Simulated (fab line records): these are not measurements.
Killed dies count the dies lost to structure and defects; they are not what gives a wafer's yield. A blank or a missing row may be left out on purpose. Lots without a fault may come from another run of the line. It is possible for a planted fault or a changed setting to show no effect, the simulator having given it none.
Which tool was responsible?	flow sky130	route of 708 steps, sampled at 1 step: 6 lots, 18 wafers

## WHAT EACH GAUGE READ, for each wafer
SKY_POLY_GATE_OVL_MEAS_14.
lot	measured	on	POLY_GATE_OVL (nm)
L190	day 17 12:51	overlay-02	2 6 -2
L194	day 19 04:06	overlay-01	-3 -5 -2
L197	day 20 07:16	overlay-01	-3 -1 -1
L203	day 22 12:52	overlay-02	-6 -2 3
L204	day 23 00:53	overlay-01	2 -1 1
L209	day 24 16:42	overlay-02	-9 -5 -8

## TOOL THAT RAN EACH LOT (tool first, then ch and the chambers of the sampled wafers, then the start)
There is no process step in the record ahead of these readings.

## THE ANSWER, worked out from the rows above alone
Rule: usual is defined by the lots themselves. Put in order of their means at a reading, lots are off if they are a third of the lots or fewer, leave a main group of 4 or more, and stand apart from it by a gap of 3 or more times the standard deviation of the main group's means; of several such gaps the widest counts. A main group is skipped when, at the precision printed for the reading in the tables above, its means are all equal. Also off: a lot with no number at a reading for which 4 or more lots have one. Where the step has rows for the other lots, those lots are counted as sound.
Nothing can be told from this: no lot is off at any reading shown.

## WHAT THE SIMULATOR PUT IN
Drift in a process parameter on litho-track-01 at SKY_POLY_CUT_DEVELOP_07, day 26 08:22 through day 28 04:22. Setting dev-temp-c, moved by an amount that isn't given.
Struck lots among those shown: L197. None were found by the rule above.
